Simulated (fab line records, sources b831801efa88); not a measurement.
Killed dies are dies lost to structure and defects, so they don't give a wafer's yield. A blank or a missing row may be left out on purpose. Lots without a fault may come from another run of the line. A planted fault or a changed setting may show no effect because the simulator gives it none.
Which tool did it? | flow gf180mcu | 24 lots, 72 wafers sampled, at 2 steps of a route of 602

WHAT THE GAUGES READ, wafer by wafer
GF_CONTACT_RS_MEAS_25: measures by four-point-probe. Usual: CONTACT_W_RS 0.384 ohm/sq, standard deviation 0.0045.
lot  | measured     | on            | CONTACT_W_RS (ohm/sq) | flag
L074 | day 16 02:02 | film_metro-03 | 0.386 0.383 0.384     |
L075 | day 16 07:55 | film_metro-02 | 0.385 0.383 0.382     |
L076 | day 16 17:22 | film_metro-04 | 0.386 0.384 0.383     |
L077 | day 17 06:19 | film_metro-04 | 0.392 0.387 0.392     |
L078 | day 17 19:31 | film_metro-04 | 0.380 0.388 0.386     |
L079 | day 17 23:24 | film_metro-02 | 0.377 0.378 0.375     |
L080 | day 18 10:04 | film_metro-03 | 0.385 0.387 0.389     |
L081 | day 19 00:07 | film_metro-02 | 0.381 0.384 0.386     |
L082 | day 19 03:12 | film_metro-04 | 0.381 0.382 0.383     |
L083 | day 19 08:51 | film_metro-04 | 0.382 0.386 0.383     |
L084 | day 19 19:01 | film_metro-02 | 0.382 0.382 0.381     |
L085 | day 20 06:40 | film_metro-04 | 0.382 0.385 0.384     |
L086 | day 20 13:04 | film_metro-04 | 0.382 0.382 0.387     |
L087 | day 20 20:43 | film_metro-04 | 0.381 0.374 0.382     |
L088 | day 21 04:06 | film_metro-02 | 0.382 0.380 0.381     |
L089 | day 21 18:52 | film_metro-04 | 0.377 0.374 0.377     |
L090 | day 21 23:52 | film_metro-02 | 0.394 0.382 0.390     |
L091 | day 22 09:07 | film_metro-02 | 0.388 0.389 0.389     |
L092 | day 22 17:42 | film_metro-04 | 0.376 0.380 0.377     |
L093 | day 22 21:51 | film_metro-02 | 0.377 0.377 0.378     |
L094 | day 23 09:34 | film_metro-04 | 0.392 0.389 0.391     |
L095 | day 23 19:04 | film_metro-03 | 0.382 0.385 0.388     |
L096 | day 24 00:57 | film_metro-02 | 0.379 0.383 0.379     |
L097 | day 24 11:23 | film_metro-02 | 0.390 0.391 0.383     |

WHICH TOOL RAN EACH LOT (tool, then ch and the chambers of the sampled wafers, then the start)
lot  | GF_CONTACT_ETCH_17
L074 | rie_diel-04 ch 0,1,3, day 16 02:02 or earlier
L075 | rie_diel-02 ch 0,2, day 16 07:55 or earlier
L076 | rie_diel-04 ch 0,2, day 16 17:22 or earlier
L077 | rie_diel-01 ch 0,1,3, day 17 06:19 or earlier
L078 | rie_diel-01 ch 0,2,3, day 17 19:31 or earlier
L079 | rie_diel-01 ch 0,1,2, day 17 23:24 or earlier
L080 | rie_diel-04 ch 1,2, day 18 10:04 or earlier
L081 | rie_diel-02 ch 0,1,2, day 19 00:07 or earlier
L082 | rie_diel-01 ch 0,1,3, day 19 03:12 or earlier
L083 | rie_diel-01 ch 2,3, day 19 08:51 or earlier
L084 | rie_diel-01 ch 2,3, day 19 19:01 or earlier
L085 | rie_diel-02 ch 1,2,3, day 20 06:40 or earlier
L086 | rie_diel-04 ch 2,3, day 20 13:04 or earlier
L087 | rie_diel-02 ch 2,3, day 20 20:43 or earlier
L088 | rie_diel-01 ch 1,2,3, day 21 04:06 or earlier
L089 | rie_diel-02 ch 0,2,3, day 21 18:52 or earlier
L090 | rie_diel-04 ch 2,3, day 21 23:52 or earlier
L091 | rie_diel-02 ch 1,3, day 22 09:07 or earlier
L092 | rie_diel-02 ch 0,2,3, day 22 17:42 or earlier
L093 | rie_diel-01 ch 0,2,3, day 22 21:51 or earlier
L094 | rie_diel-04 ch 0,1,2, day 23 09:34 or earlier
L095 | rie_diel-04 ch 1,2, day 23 19:04 or earlier
L096 | rie_diel-01 ch 0,1,3, day 24 00:57 or earlier
L097 | rie_diel-02 ch 0,2,3, day 24 11:23 or earlier
- GF_CONTACT_ETCH_17: etches SiO2 in C4F8/O2/Ar, stops on CoSi2, target depth 860 nm.

WHAT THE TOOLS THEMSELVES READ (means of the sampled wafers that have a number; where no wafer has one, the mark that the record gives instead)
GF_CONTACT_ETCH_17. Usual: oes_product_au 0.814 a.u., standard deviation 0.0052.
lot  | tool        | oes_product_au (a.u.) | flag
L074 | rie_diel-04 | 0.813                 |
L075 | rie_diel-02 | 0.812                 |
L076 | rie_diel-04 | 0.811                 |
L077 | rie_diel-01 | 0.814                 |
L078 | rie_diel-01 | 0.817                 |
L079 | rie_diel-01 | 0.820                 |
L080 | rie_diel-04 | 0.816                 |
L081 | rie_diel-02 | 0.812                 |
L082 | rie_diel-01 | 0.811                 |
L083 | rie_diel-01 | 0.812                 |
L084 | rie_diel-01 | 0.819                 |
L085 | rie_diel-02 | 0.814                 |
L086 | rie_diel-04 | 0.816                 |
L087 | rie_diel-02 | 0.817                 |
L088 | rie_diel-01 | 0.810                 |
L089 | rie_diel-02 | 0.808                 |
L090 | rie_diel-04 | 0.811                 |
L091 | rie_diel-02 | 0.812                 |
L092 | rie_diel-02 | 0.818                 |
L093 | rie_diel-01 | 0.813                 |
L094 | rie_diel-04 | 0.816                 |
L095 | rie_diel-04 | 0.811                 |
L096 | rie_diel-01 | 0.817                 |
L097 | rie_diel-02 | 0.810                 |

THE ANSWER, worked out from the rows above alone
Rule: a lot is off if the mean of its wafers that have a number lies more than 3 standard deviations from the usual mean. A lot without any number at a reading at which 4 lots or more have one is off too. The other lots that the step has rows for count as sound. The gauges are gone through in route order, then the tools' own readings, and for those a lot's mean is taken as printed above. The first step at which some lot is off is used, and at that step the reading that is off furthest; a lot without a number counts as furthest.
No lot is off at any reading shown: from this, nothing can be told.

WHAT THE SIMULATOR HAD PUT IN
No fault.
